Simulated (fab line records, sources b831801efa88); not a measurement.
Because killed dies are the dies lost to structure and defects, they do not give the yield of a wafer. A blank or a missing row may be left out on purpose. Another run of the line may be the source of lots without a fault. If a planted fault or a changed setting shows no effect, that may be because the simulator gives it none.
Which tool is to blame? + flow sky130 + 7 lots, 21 wafers sampled, at 2 steps of a route of 708

WHAT EACH GAUGE READ, for each wafer
SKY_SONOS_ONO_THK_MEAS_01.
| lot  | measured     | on            | SONOS_ONO_OXIDATION_THK (nm) |
|------|--------------|---------------|------------------------------|
| L918 | day 11 16:37 | film-metro-02 | 2.63 2.66 2.61               |
| L920 | day 12 09:28 | film-metro-03 | 2.68 2.69 2.72               |
| L924 | day 13 11:24 | film-metro-04 | 1.75 1.80 1.80               |
| L934 | day 16 22:59 | film-metro-04 | 2.53 2.54 2.61               |
| L936 | day 17 20:55 | film-metro-03 | 2.61 2.52 2.56               |
| L938 | day 18 14:37 | film-metro-04 | 2.64 2.60 2.59               |
| L940 | day 19 23:52 | film-metro-02 | 2.63 2.64 2.68               |

WHAT TOOL EACH LOT RAN ON (gives the tool, then ch and the chambers of the sampled wafers, and finally the start)
| lot  | SKY_SONOS_ONO_OXIDATION_00    |
|------|-------------------------------|
| L918 | furnace-02 ch 0, day 11 15:16 |
| L920 | furnace-01 ch 0, day 12 08:07 |
| L924 | furnace-01 ch 0, day 13 10:02 |
| L934 | furnace-02 ch 0, day 16 21:38 |
| L936 | furnace-01 ch 0, day 17 19:34 |
| L938 | furnace-01 ch 0, day 18 13:16 |
| L940 | furnace-01 ch 0, day 19 22:31 |
- SKY_SONOS_ONO_OXIDATION_00: stabilise 600 s, purge 300 s, target thk 2.6 nm.

THE ANSWER, worked out from the rows above alone
Rule: usual is defined by the lots themselves. The widest of any qualifying gaps counts: lots, ordered by their means at a reading, are off when they make up no more than a third of the lots, leave a main group of 4 or more, and stand apart from it by 3 or more times the standard deviation of that group's means. A main group is skipped when, at the precision printed for the reading in the tables above, its means are all equal. Also off: a lot with no number at a reading for which 4 or more lots have one. Any other lot the step has rows for is counted as sound.
Off: L924, seen at SKY_SONOS_ONO_THK_MEAS_01 (SONOS_ONO_OXIDATION_THK). The main group has a mean of 2.62 nm with a standard deviation of 0.048.
If a tool, at a process step before that reading, ran all the lots that are off and no sound lot after the first of them, it fits. Those tools and the gauges at SKY_SONOS_ONO_THK_MEAS_01 are tried in the same way. Of those tried, none fits.

WHAT THE SIMULATOR HAD INSERTED
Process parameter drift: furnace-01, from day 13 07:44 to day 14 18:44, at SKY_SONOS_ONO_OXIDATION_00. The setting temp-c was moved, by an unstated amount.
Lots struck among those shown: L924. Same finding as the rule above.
